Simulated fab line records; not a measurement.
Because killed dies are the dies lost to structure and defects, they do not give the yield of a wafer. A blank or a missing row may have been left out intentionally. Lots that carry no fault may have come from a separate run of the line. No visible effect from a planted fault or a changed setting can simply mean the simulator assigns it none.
fab line records + flow sky130
[record]
- lots = 11
- wafers = 33
- last_day = 50
route steps=708 shown NWELL@64 VT_ADJUST_HVTR@138 LDD_N@253 LDD_HVP@287 PAD_OPEN@708
lots that met no fault: from a run of the same line without faults
start_h: the number of hours between the record's first day and the start of the first shown wafer of the lot + wait_h: hours from the lot's prior step to this one + " identical to the entry in the row above + L1.1+2: a row that stands for several wafers + - either no value or no given start + * or withheld: withheld + < > ~ a bound
route shown NAME@n: a module of which the file shows steps, and the number in the route of the first + usual: mean and standard deviation over wafers with no fault + same: alike in all rows + chamber/n: place in a boat + sites: the reading at each site + _std_site: standard deviation across them + _edge_site: the outer-site mean with the inner-site mean subtracted + radius_mm: for every site, how far away it sits from the centre of the wafer + mask NAME#n: copy n + behind: tool/chamber where the wafer was last shaped + hold: cause of the lot's hold/its duration in hours/its outcome + device: the transistor (n, p or np) that didn't switch + end of line: the route-end tests of the same wafers + step lacking rows: just its recipe + killed: count of dies lost to structure and defects at first sort (not the wafer's yield) + map: the dies of a wafer, with x for killed, . for not killed, _ for no die there
set.NAME: setting as actually run; set.NAME@STEP: the setting as run at that earlier step + model.NAME: the simulator's own value behind a step, which no gauge read
a sample of lots followed through the steps of the route, with each step as a table and each wafer as a row
services: the hour from which a tool's chamber was out of use, counted from the record's first day as start_h (under 0 if before that day), plus the number of hours and why
[[steps]]
[step SKY_NWELL_IMPLANT_11]
[recipe]
- species = P
- energy_kev = 400
- dose_cm2 = 1.9e+13
- tilt_deg = withheld
[same]
- implant_ion_amu = 31
| lot.wafer  | tool         | chamber | start_h | wait_h |
|------------|--------------|---------|---------|--------|
| L341.1+2+5 | implanter-02 | 0       | 87.32   | 0.0    |
| L342.2+3+4 | implanter-04 | 0       | 92.57   | 0.0    |
| L343.2+4+5 | implanter-04 | 0       | 99.79   | 0.0    |
| L344.2+3+5 | implanter-04 | 0       | 107.39  | 0.0    |
| L345.2+3+5 | implanter-04 | 0       | 115.02  | 0.0    |
| L348.3+4+6 | implanter-01 | 0       | 125.87  | 0.1    |
| L350.1+5+6 | implanter-04 | 0       | 144.12  | 0.0    |
| L351.1+3+5 | implanter-01 | 0       | 147.32  | 0.0    |
| L351.1+3+5 | implanter-01 | 0       | 147.63  | 0.3    |
| L354.1+3+6 | implanter-02 | 0       | 161.72  | 0.0    |
| L354.1+3+6 | implanter-02 | 0       | 162.03  | 0.3    |
| L355.2+3+4 | implanter-02 | 0       | 166.49  | 0.0    |
| L363.1+5+6 | implanter-01 | 0       | 214.32  | 0.0    |
[step SKY_NWELL_TW_MEAS_15]
[usual]
- NWELL_TW = 1808/31
| lot.wafer | tool          | chamber | start_h | wait_h | NWELL_TW |
|-----------|---------------|---------|---------|--------|----------|
| L341.1    | film_metro-01 | -       | 87.87   | 0.1    | 1788     |
| L341.2    | "             | -       | "       | "      | 1803     |
| L341.5    | "             | -       | "       | "      | 1789     |
| L342.2    | film_metro-02 | -       | 93.10   | 0.1    | 1780     |
| L342.3    | "             | -       | "       | "      | 1788     |
| L342.4    | "             | -       | "       | "      | 1783     |
| L343.2    | film_metro-04 | -       | 100.33  | 0.1    | 1842     |
| L343.4    | "             | -       | "       | "      | 1856     |
| L343.5    | "             | -       | "       | "      | 1846     |
| L344.2    | film_metro-04 | -       | 107.93  | 0.1    | 1851     |
| L344.3    | "             | -       | "       | "      | 1848     |
| L344.5    | "             | -       | "       | "      | 1859     |
| L345.2    | film_metro-02 | -       | 115.55  | 0.1    | 1788     |
| L345.3    | "             | -       | "       | "      | 1782     |
| L345.5    | "             | -       | "       | "      | 1783     |
| L348.3    | film_metro-02 | -       | 126.39  | 0.1    | 1775     |
| L348.4    | "             | -       | "       | "      | 1781     |
| L348.6    | "             | -       | "       | "      | 1788     |
| L350.1    | film_metro-02 | -       | 144.67  | 0.1    | 1783     |
| L350.5    | "             | -       | "       | "      | 1771     |
| L350.6    | "             | -       | "       | "      | 1763     |
| L351.1    | film_metro-04 | -       | 148.18  | 0.1    | 2313     |
| L351.3    | "             | -       | "       | "      | 2302     |
| L351.5    | "             | -       | "       | "      | 2312     |
| L354.1    | film_metro-02 | -       | 162.67  | 0.1    | 2215     |
| L354.3    | "             | -       | "       | "      | 2206     |
| L354.6    | "             | -       | "       | "      | 2200     |
| L355.2    | film_metro-01 | -       | 167.03  | 0.1    | 1807     |
| L355.3    | "             | -       | "       | "      | 1803     |
| L355.4    | "             | -       | "       | "      | 1806     |
| L363.1    | film_metro-04 | -       | 214.87  | 0.1    | 1854     |
| L363.5    | "             | -       | "       | "      | 1856     |
| L363.6    | "             | -       | "       | "      | 1845     |
[step SKY_NWELL_RS_MEAS_29]
[recipe]
- thk_meas_gauge = four-point-probe
[usual]
- NWELL_RS = 624.4/1.5
| lot.wafer | tool          | chamber | start_h | wait_h | NWELL_RS[ohm/sq] |
|-----------|---------------|---------|---------|--------|------------------|
| L341.1    | film_metro-04 | -       | 105.78  | 0.1    | 623.7            |
| L341.2    | "             | -       | "       | "      | 624.3            |
| L341.5    | "             | -       | "       | "      | 622.5            |
| L342.2    | film_metro-04 | -       | 111.80  | 0.1    | 627.2            |
| L342.3    | "             | -       | "       | "      | 626.2            |
| L342.4    | "             | -       | "       | "      | 626.7            |
| L343.2    | film_metro-02 | -       | 118.97  | 0.1    | 625.3            |
| L343.4    | "             | -       | "       | "      | 625.6            |
| L343.5    | "             | -       | "       | "      | 626.2            |
| L344.2    | film_metro-04 | -       | 127.37  | 0.1    | 628.3            |
| L344.3    | "             | -       | "       | "      | 626.5            |
| L344.5    | "             | -       | "       | "      | 628.5            |
| L345.2    | film_metro-04 | -       | 135.15  | 0.1    | 624.6            |
| L345.3    | "             | -       | "       | "      | 622.7            |
| L345.5    | "             | -       | "       | "      | 625.7            |
| L348.3    | film_metro-04 | -       | 146.24  | 0.1    | 624.7            |
| L348.4    | "             | -       | "       | "      | 623.8            |
| L348.6    | "             | -       | "       | "      | 623.9            |
| L350.1    | film_metro-02 | -       | 165.43  | 0.2    | 625.8            |
| L350.5    | "             | -       | "       | "      | 626.0            |
| L350.6    | "             | -       | "       | "      | 627.4            |
| L351.1    | film_metro-02 | -       | 169.30  | 0.1    | 429.0            |
| L351.3    | "             | -       | "       | "      | 428.4            |
| L351.5    | "             | -       | "       | "      | 429.2            |
| L354.1    | film_metro-04 | -       | 183.18  | 0.1    | 430.3            |
| L354.3    | "             | -       | "       | "      | 430.6            |
| L354.6    | "             | -       | "       | "      | 429.6            |
| L355.2    | film_metro-01 | -       | 188.40  | 0.1    | 620.9            |
| L355.3    | "             | -       | "       | "      | 624.7            |
| L355.4    | "             | -       | "       | "      | 623.3            |
| L363.1    | film_metro-04 | -       | 236.66  | 0.1    | 625.6            |
| L363.5    | "             | -       | "       | "      | 626.1            |
| L363.6    | "             | -       | "       | "      | 623.9            |
[step SKY_VT_ADJUST_HVTR_CD_MEAS_07]
[recipe]
- target_cd_nm = 380
[usual]
- cd_nm = 380/3.1
| lot.wafer | tool      | chamber | start_h | wait_h | cd_nm |
|-----------|-----------|---------|---------|--------|-------|
| L341.1    | cd_sem-02 | -       | 205.70  | 0.1    | 378   |
| L341.2    | "         | -       | "       | "      | 376   |
| L341.5    | "         | -       | "       | "      | 377   |
| L342.2    | cd_sem-02 | -       | 212.20  | 0.1    | 380   |
| L342.3    | "         | -       | "       | "      | 380   |
| L342.4    | "         | -       | "       | "      | 379   |
| L343.2    | cd_sem-02 | -       | 221.15  | 0.1    | 381   |
| L343.4    | "         | -       | "       | "      | 381   |
| L343.5    | "         | -       | "       | "      | 383   |
| L344.2    | cd_sem-02 | -       | 231.50  | 0.1    | 384   |
| L344.3    | "         | -       | "       | "      | 383   |
| L344.5    | "         | -       | "       | "      | 383   |
| L345.2    | cd_sem-01 | -       | 239.72  | 0.1    | 381   |
| L345.3    | "         | -       | "       | "      | 380   |
| L345.5    | "         | -       | "       | "      | 378   |
| L348.3    | cd_sem-01 | -       | 255.14  | 0.1    | 376   |
| L348.4    | "         | -       | "       | "      | 377   |
| L348.6    | "         | -       | "       | "      | 378   |
| L350.1    | cd_sem-02 | -       | 274.68  | 0.1    | 379   |
| L350.5    | "         | -       | "       | "      | 381   |
| L350.6    | "         | -       | "       | "      | 381   |
| L351.1    | cd_sem-02 | -       | 281.73  | 0.1    | 384   |
| L351.3    | "         | -       | "       | "      | 383   |
| L351.5    | "         | -       | "       | "      | 383   |
| L354.1    | cd_sem-02 | -       | 297.53  | 0.1    | 382   |
| L354.3    | "         | -       | "       | "      | 383   |
| L354.6    | "         | -       | "       | "      | 384   |
| L355.2    | cd_sem-02 | -       | 307.10  | 0.1    | 376   |
| L355.3    | "         | -       | "       | "      | 376   |
| L355.4    | "         | -       | "       | "      | 377   |
| L363.1    | cd_sem-01 | -       | 364.20  | 0.1    | 384   |
| L363.5    | "         | -       | "       | "      | 384   |
| L363.6    | "         | -       | "       | "      | 382   |
[step SKY_LDD_N_STRIP_16]
[recipe]
- chemistry = O2/N2
- power_w = 1400
- pressure_mtorr = 1500
- platen_temp_c = withheld
- o2_flow_sccm = 3000
- n2_flow_sccm = 300
- overash_fraction = 0.5
[usual]
- drypump_motor_current_A = 5.7/0.32
- o2_flow_sccm = 2999/8.8
- oes_product_au = 0.407/0.0047
- strip_time_to_endpoint_s = 4.314/0.014
| lot.wafer | tool            | chamber | start_h | wait_h | drypump_motor_current_A | o2_flow_sccm | oes_product_au | rf_hours_counter_h | strip_time_to_endpoint_s |
|-----------|-----------------|---------|---------|--------|-------------------------|--------------|----------------|--------------------|--------------------------|
| L341.1    | plasma_asher-04 | 0       | 405.93  | 0.1    | 6.0                     | 3001         | 0.413          | 21                 | 4.302                    |
| L341.2    | "               | 1       | "       | "      | 5.7                     | 2996         | 0.409          | 21                 | 4.333                    |
| L341.5    | "               | 0       | "       | "      | 6.0                     | 3009         | 0.406          | -                  | 4.318                    |
| L342.2    | plasma_asher-04 | 0       | 412.12  | 0.1    | 6.0                     | 3010         | 0.408          | 22                 | 4.309                    |
| L342.3    | "               | 1       | "       | "      | 5.7                     | 3001         | 0.408          | -                  | 4.324                    |
| L342.4    | "               | 0       | "       | "      | 5.9                     | 2990         | 0.407          | -                  | 4.314                    |
| L343.2    | plasma_asher-04 | 1       | 425.42  | 0.1    | 5.7                     | 3004         | 0.401          | 23                 | 4.306                    |
| L343.4    | "               | 1       | "       | "      | 5.6                     | 3004         | 0.408          | -                  | 4.319                    |
| L343.5    | "               | 0       | "       | "      | 6.0                     | 3004         | 0.412          | -                  | 4.317                    |
| L344.2    | plasma_asher-03 | 0       | 441.93  | 0.1    | 5.1                     | 2996         | 0.405          | 66                 | 4.318                    |
| L344.3    | "               | 0       | "       | "      | 5.1                     | 2997         | 0.417          | -                  | 4.320                    |
| L344.5    | "               | 1       | "       | "      | 6.0                     | 2988         | 0.404          | -                  | 4.319                    |
| L345.2    | plasma_asher-04 | 0       | 455.02  | 0.1    | 6.0                     | 3000         | 0.411          | 26                 | 4.308                    |
| L345.3    | "               | 0       | "       | "      | 6.0                     | 2995         | 0.401          | -                  | 4.304                    |
| L345.5    | "               | 1       | "       | "      | 5.7                     | 3001         | 0.412          | -                  | 4.323                    |
| L348.3    | plasma_asher-04 | 1       | 472.05  | 0.1    | 5.7                     | 3011         | 0.405          | -                  | 4.309                    |
| L348.4    | "               | 0       | "       | "      | 6.0                     | 2994         | 0.398          | -                  | 4.302                    |
| L348.6    | "               | 0       | "       | "      | 6.0                     | 2988         | 0.406          | -                  | 4.318                    |
| L350.1    | plasma_asher-04 | 1       | 499.01  | 0.1    | 5.6                     | 2994         | 0.406          | 31                 | 4.322                    |
| L350.5    | "               | 0       | "       | "      | 6.0                     | 2995         | 0.406          | -                  | 4.294                    |
| L350.6    | "               | 1       | "       | "      | 5.7                     | 3008         | 0.404          | -                  | 4.301                    |
| L351.1    | plasma_asher-03 | 0       | 507.89  | 0.1    | 5.1                     | 2995         | 0.403          | 72                 | 4.294                    |
| L351.3    | "               | 0       | "       | "      | 5.1                     | 2978         | 0.400          | -                  | 4.300                    |
| L351.5    | "               | 1       | "       | "      | 6.0                     | 3005         | 0.408          | -                  | 4.310                    |
| L354.1    | plasma_asher-03 | 0       | 523.74  | 0.1    | 5.1                     | 2993         | 0.402          | 74                 | 4.305                    |
| L354.3    | "               | 1       | "       | "      | 6.0                     | 3015         | 0.399          | -                  | 4.316                    |
| L354.6    | "               | 0       | "       | "      | 5.1                     | 2992         | 0.408          | -                  | 4.298                    |
| L355.2    | plasma_asher-04 | 0       | 542.53  | 0.1    | 6.0                     | 3008         | 0.404          | 35                 | 4.305                    |
| L355.3    | "               | 1       | "       | "      | 5.7                     | 2985         | 0.402          | -                  | 4.308                    |
| L355.4    | "               | 0       | "       | "      | 6.0                     | 3016         | 0.404          | -                  | 4.327                    |
| L363.1    | plasma_asher-04 | 0       | 594.81  | 0.1    | 6.0                     | 2981         | 0.408          | 40                 | 4.322                    |
| L363.5    | "               | 0       | "       | "      | 6.0                     | 2999         | 0.412          | -                  | 4.348                    |
| L363.6    | "               | 1       | "       | "      | 5.6                     | 2998         | 0.411          | -                  | 4.334                    |
[step SKY_LDD_HVP_STRIP_09]
[recipe]
- chemistry = O2/N2
- power_w = 1400
- pressure_mtorr = 1500
- platen_temp_c = withheld
- o2_flow_sccm = 3000
- n2_flow_sccm = 300
- overash_fraction = 0.5
[usual]
- drypump_motor_current_A = 5.8/0.33
- o2_flow_sccm = 3001/9.5
- oes_product_au = 0.408/0.0049
- strip_time_to_endpoint_s = 4.133/0.014
| lot.wafer | tool            | chamber | start_h | wait_h | drypump_motor_current_A | o2_flow_sccm | oes_product_au | rf_hours_counter_h | strip_time_to_endpoint_s |
|-----------|-----------------|---------|---------|--------|-------------------------|--------------|----------------|--------------------|--------------------------|
| L341.1    | plasma_asher-01 | 1       | 498.39  | 0.1    | 5.4                     | 2997         | 0.416          | 78                 | 4.131                    |
| L341.2    | "               | 0       | "       | "      | 6.4                     | 3004         | 0.407          | 78                 | 4.128                    |
| L341.5    | "               | 0       | "       | "      | 6.4                     | 3003         | 0.420          | -                  | 4.111                    |
| L342.2    | plasma_asher-01 | 0       | 506.13  | 0.1    | 6.4                     | 3014         | 0.408          | 79                 | 4.123                    |
| L342.3    | "               | 1       | "       | "      | 5.4                     | 3004         | 0.404          | -                  | 4.114                    |
| L342.4    | "               | 0       | "       | "      | 6.3                     | 3007         | 0.408          | -                  | 4.137                    |
| L343.2    | plasma_asher-04 | 1       | 518.38  | 0.1    | 5.7                     | 2999         | 0.402          | 33                 | 4.111                    |
| L343.4    | "               | 0       | "       | "      | 6.0                     | 3001         | 0.405          | -                  | 4.119                    |
| L343.5    | "               | 1       | "       | "      | 5.7                     | 3006         | 0.407          | -                  | 4.123                    |
| L344.2    | plasma_asher-02 | 0       | 536.11  | 0.1    | 5.6                     | 2990         | 0.397          | 10                 | 4.137                    |
| L344.3    | "               | 1       | "       | "      | 5.8                     | 3001         | 0.411          | -                  | 4.142                    |
| L344.5    | "               | 1       | "       | "      | 5.8                     | 2989         | 0.414          | -                  | 4.121                    |
| L345.2    | plasma_asher-04 | 0       | 547.56  | 0.1    | 6.0                     | 2985         | 0.411          | 35                 | 4.125                    |
| L345.3    | "               | 0       | "       | "      | 6.0                     | 2985         | 0.408          | -                  | 4.145                    |
| L345.5    | "               | 0       | "       | "      | 6.0                     | 2975         | 0.412          | -                  | 4.153                    |
| L348.3    | plasma_asher-02 | 1       | 565.00  | 0.1    | 5.8                     | 3004         | 0.416          | -                  | 4.154                    |
| L348.4    | "               | 0       | "       | "      | 5.6                     | 3007         | 0.405          | -                  | 4.110                    |
| L348.6    | "               | 0       | "       | "      | 5.6                     | 3011         | 0.411          | -                  | 4.116                    |
| L350.1    | plasma_asher-02 | 0       | 590.28  | 0.1    | 5.6                     | 2996         | 0.408          | 16                 | 4.095                    |
| L350.5    | "               | 0       | "       | "      | 5.6                     | 3001         | 0.408          | -                  | 4.118                    |
| L350.6    | "               | 1       | "       | "      | 5.8                     | 2993         | 0.406          | -                  | 4.116                    |
| L351.1    | plasma_asher-01 | 0       | 598.71  | 0.1    | 6.3                     | 3002         | 0.409          | 87                 | 4.127                    |
| L351.3    | "               | 0       | "       | "      | 6.3                     | 3005         | 0.412          | -                  | 4.148                    |
| L351.5    | "               | 1       | "       | "      | 5.4                     | 2997         | 0.412          | -                  | 4.131                    |
| L354.1    | plasma_asher-01 | 0       | 615.59  | 0.1    | 6.3                     | 2996         | 0.406          | 89                 | 4.123                    |
| L354.3    | "               | 0       | "       | "      | 6.3                     | 3000         | 0.401          | -                  | 4.115                    |
| L354.6    | "               | 1       | "       | "      | 5.4                     | 3006         | 0.403          | -                  | 4.118                    |
| L355.2    | plasma_asher-01 | 1       | 633.41  | 0.1    | 5.4                     | 2992         | 0.401          | 90                 | 4.138                    |
| L355.3    | "               | 1       | "       | "      | 5.4                     | 3012         | 0.409          | -                  | 4.131                    |
| L355.4    | "               | 0       | "       | "      | 6.4                     | 3002         | 0.419          | -                  | 4.123                    |
| L363.1    | plasma_asher-01 | 0       | 684.34  | 0.1    | 6.3                     | 3003         | 0.404          | 95                 | 4.137                    |
| L363.5    | "               | 0       | "       | "      | 6.3                     | 2995         | 0.411          | -                  | 4.151                    |
| L363.6    | "               | 1       | "       | "      | 5.4                     | 3010         | 0.412          | -                  | 4.134                    |
[step SKY_PAD_OPEN_PROBE_99]
[usual]
- killed_at_M0_to_M3 = 43/7.5
- killed_at_M4_up = 3.2/1.9
- killed_at_contacts = 24/4.9
- killed_at_front_end = 15/4.3
- killed_at_other = 0.4/0.72
- killed_dies = 86/9.1
- killed_on_rim = 17/3.8
- killed_open = 47/6.5
- killed_short = 39/6.5
[same]
- gross_dies = 492
- killed_at_back_side = 0
| lot.wafer | tool      | chamber | start_h | wait_h | killed_at_M0_to_M3 | killed_at_M4_up | killed_at_contacts | killed_at_front_end | killed_at_other | killed_dies | killed_on_rim | killed_open | killed_short |
|-----------|-----------|---------|---------|--------|--------------------|-----------------|--------------------|---------------------|-----------------|-------------|---------------|-------------|--------------|
| L341.1    | prober-02 | -       | 1086.08 | 0.1    | 30                 | 5               | 28                 | 19                  | 1               | 83          | 16            | 47          | 36           |
| L341.2    | prober-02 | -       | 1086.13 | 0.1    | 38                 | 6               | 30                 | 17                  | 0               | 91          | 12            | 50          | 41           |
| L341.5    | prober-02 | -       | 1086.28 | 0.2    | 45                 | 1               | 34                 | 13                  | 0               | 93          | 12            | 60          | 33           |
| L345.2    | prober-01 | -       | 1119.30 | 0.1    | 39                 | 0               | 25                 | 19                  | 0               | 83          | 17            | 41          | 39           |
| L345.3    | prober-01 | -       | 1119.35 | 0.2    | 31                 | 7               | 25                 | 14                  | 1               | 78          | 17            | 45          | 31           |
| L345.5    | prober-01 | -       | 1119.45 | 0.2    | 37                 | 2               | 26                 | 10                  | 1               | 76          | 12            | 42          | 32           |
| L348.4    | prober-01 | -       | 1132.56 | 0.2    | 52                 | 5               | 21                 | 26                  | 1               | 105         | 22            | 49          | 54           |
| L348.6    | prober-01 | -       | 1132.66 | 0.2    | 44                 | 1               | 21                 | 20                  | 1               | 87          | 14            | 44          | 42           |
| L350.1    | prober-01 | -       | 1148.78 | 0.1    | 39                 | 3               | 24                 | 18                  | 0               | 84          | 17            | 46          | 37           |
| L350.5    | prober-01 | -       | 1148.98 | 0.2    | 49                 | 1               | 25                 | 15                  | 0               | 90          | 13            | 54          | 36           |
| L350.6    | prober-01 | -       | 1149.03 | 0.2    | 55                 | 1               | 27                 | 14                  | 1               | 98          | 22            | 61          | 36           |
| L354.1    | prober-01 | -       | 1162.42 | 0.1    | 40                 | 5               | 21                 | 12                  | 0               | 78          | 14            | 52          | 26           |
| L354.3    | prober-01 | -       | 1162.52 | 0.2    | 56                 | 5               | 33                 | 20                  | 0               | 114         | 25            | 66          | 48           |
| L354.6    | prober-01 | -       | 1162.67 | 0.2    | 47                 | 3               | 25                 | 14                  | 0               | 89          | 13            | 58          | 31           |
// killed by level:class
L341.1 CONTACT:geometric_particle:open=14 VIA1:geometric_particle:open=7 VIA3:geometric_particle:open=6 CONTACT:geometric_particle:short=6 FIELD_ISO:geometric_particle:short=5 POLY_GATE:geometric_particle:short=5 LI_CONTACT:geometric_particle:open=5 POLY_GATE:geometric_particle:open=4
L341.2 CONTACT:geometric_particle:open=10 VIA1:geometric_particle:open=10 LI_CONTACT:geometric_particle:open=6 VIA3:geometric_particle:open=6 POLY_GATE:geometric_particle:open=5 LI_CONTACT:geometric_particle:short=5 LOCAL_INTERCONNECT:geometric_particle:short=5 METAL4:geometric_particle:short=5
L341.5 CONTACT:geometric_particle:open=16 VIA3:geometric_particle:open=9 VIA1:geometric_particle:open=9 LI_CONTACT:geometric_particle:open=8 LOCAL_INTERCONNECT:geometric_particle:short=6 VIA2:geometric_particle:open=5 METAL1:geometric_particle:short=5 FIELD_ISO:geometric_particle:open=4
L345.2 CONTACT:geometric_particle:open=10 VIA1:geometric_particle:open=9 VIA2:geometric_particle:open=7 POLY_GATE:geometric_particle:short=5 LI_CONTACT:geometric_particle:open=5 METAL2:geometric_particle:short=5 FIELD_ISO:geometric_particle:short=4 POLY_GATE:geometric_particle:open=4
L345.3 VIA1:geometric_particle:open=8 CONTACT:geometric_particle:open=7 POLY_GATE:geometric_particle:open=6 LI_CONTACT:geometric_particle:open=6 VIA2:geometric_particle:open=5 LOCAL_INTERCONNECT:geometric_particle:short=5 METAL2:geometric_particle:short=4 CONTACT:geometric_particle:short=4
L345.5 VIA1:geometric_particle:open=9 LI_CONTACT:geometric_particle:open=8 CONTACT:geometric_particle:open=7 VIA2:geometric_particle:open=7 METAL3:geometric_particle:short=7 CONTACT:geometric_particle:short=6 FIELD_ISO:geometric_particle:open=3 FIELD_ISO:geometric_particle:short=3
L348.4 VIA1:geometric_particle:open=13 METAL2:geometric_particle:short=12 METAL1:geometric_particle:short=9 FIELD_ISO:geometric_particle:open=8 LI_CONTACT:geometric_particle:open=7 CONTACT:geometric_particle:open=5 VIA2:geometric_particle:open=5 VIA3:geometric_particle:open=5
L348.6 VIA1:geometric_particle:open=10 FIELD_ISO:geometric_particle:short=8 CONTACT:geometric_particle:open=7 LI_CONTACT:geometric_particle:open=7 METAL1:geometric_particle:short=7 VIA1:geometric_particle:short=6 CONTACT:geometric_particle:short=5 VIA2:geometric_particle:open=5
L350.1 LI_CONTACT:geometric_particle:open=9 CONTACT:geometric_particle:open=9 VIA3:geometric_particle:open=7 VIA1:geometric_particle:open=7 FIELD_ISO:geometric_particle:short=6 METAL2:geometric_particle:short=6 VIA2:geometric_particle:open=4 POLY_GATE:geometric_particle:short=3
L350.5 VIA3:geometric_particle:open=9 VIA1:geometric_particle:open=9 CONTACT:geometric_particle:open=9 VIA2:geometric_particle:open=7 LI_CONTACT:geometric_particle:open=6 METAL1:geometric_particle:short=6 CONTACT:geometric_particle:short=5 POLY_GATE:geometric_particle:open=4
L350.6 VIA1:geometric_particle:open=16 CONTACT:geometric_particle:open=12 VIA2:geometric_particle:open=10 VIA3:geometric_particle:open=7 LI_CONTACT:geometric_particle:open=6 CONTACT:geometric_particle:short=6 METAL1:geometric_particle:short=5 POLY_GATE:geometric_particle:short=4
L354.1 VIA1:geometric_particle:open=11 CONTACT:geometric_particle:open=9 VIA2:geometric_particle:open=9 VIA3:geometric_particle:open=7 LI_CONTACT:geometric_particle:open=5 CONTACT:geometric_particle:short=3 METAL1:geometric_particle:short=3 METAL2:geometric_particle:short=3
L354.3 LI_CONTACT:geometric_particle:open=12 VIA2:geometric_particle:open=9 CONTACT:geometric_particle:open=9 METAL1:geometric_particle:short=8 VIA1:geometric_particle:open=8 LI_CONTACT:geometric_particle:short=7 VIA3:geometric_particle:short=7 FIELD_ISO:geometric_particle:open=5
L354.6 LI_CONTACT:geometric_particle:open=11 VIA1:geometric_particle:open=10 VIA2:geometric_particle:open=10 POLY_GATE:geometric_particle:open=8 METAL1:geometric_particle:short=8 CONTACT:geometric_particle:open=6 LI_CONTACT:geometric_particle:short=4 VIA2:geometric_particle:short=4
[[services]]
| tool            | chamber | start_h | hours | kind   |
|-----------------|---------|---------|-------|--------|
| implanter-02    | -       | 65.05   | 4.5   | pm     |
| implanter-01    | -       | 97.49   | 1.3   | repair |
| plasma_asher-04 | -       | 108.75  | 9.0   | pm     |
| implanter-01    | -       | 127.23  | 0.7   | repair |
| implanter-04    | -       | 127.55  | 3.6   | pm     |
| plasma_asher-04 | -       | 187.45  | 57.9  | repair |
| implanter-04    | -       | 193.37  | 4.9   | repair |
| plasma_asher-01 | -       | 206.61  | 5.0   | repair |
| implanter-04    | -       | 213.44  | 3.6   | repair |
| implanter-01    | -       | 228.67  | 4.7   | pm     |
| implanter-01    | -       | 248.25  | 5.8   | pm     |
| plasma_asher-04 | -       | 253.38  | 13.3  | repair |
| implanter-02    | -       | 263.67  | 5.3   | pm     |
| implanter-02    | -       | 286.48  | 17.5  | pm     |
| plasma_asher-04 | -       | 321.02  | 0.4   | repair |
| plasma_asher-04 | -       | 352.44  | 2.8   | pm     |
| implanter-01    | -       | 364.66  | 1.8   | repair |
| implanter-01    | -       | 370.06  | 3.6   | repair |
| implanter-02    | -       | 378.26  | 7.4   | repair |
| implanter-01    | -       | 426.31  | 0.9   | repair |
| implanter-04    | -       | 434.67  | 4.3   | pm     |
| implanter-01    | -       | 447.35  | 4.2   | repair |
| plasma_asher-01 | -       | 573.90  | 4.4   | repair |
| plasma_asher-01 | -       | 587.94  | 4.5   | repair |
[[key]]
[first_sign]
- step = SKY_NWELL_IMPLANT_11
- reading = visit
- direction = added
[effect]
- step = SKY_NWELL_TW_MEAS_15
- reading = NWELL_TW
- direction = up
- sigmas = 14
- usual = 1808
- struck = 2258
[effect]
- step = SKY_NWELL_RS_MEAS_29
- reading = NWELL_RS
- direction = down
- sigmas = 99+
- usual = 624.4
- struck = 429.5
met_at SKY_NWELL_IMPLANT_11
struck_lots L351,L354
tester_left_out L351,L354
not_acting_at SKY_VT_ADJUST_HVTR_CD_MEAS_07,SKY_LDD_N_STRIP_16,SKY_LDD_HVP_STRIP_09
[fault]
- kind = repeated_step_whole
- tool = implanter-01,implanter-02,implanter-04
- chamber = -
- onset_h = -
- steps = SKY_NWELL_IMPLANT_11
- times = 1
- scope = struck_lots_only
// tester_left_out: of these lots the tester's yield and bins aren't shown, on N5 and GAA mostly nor the transistor test; their killed dies are dies lost to structure and defects alone, not to doping, threshold or leakage, so they don't give the yield
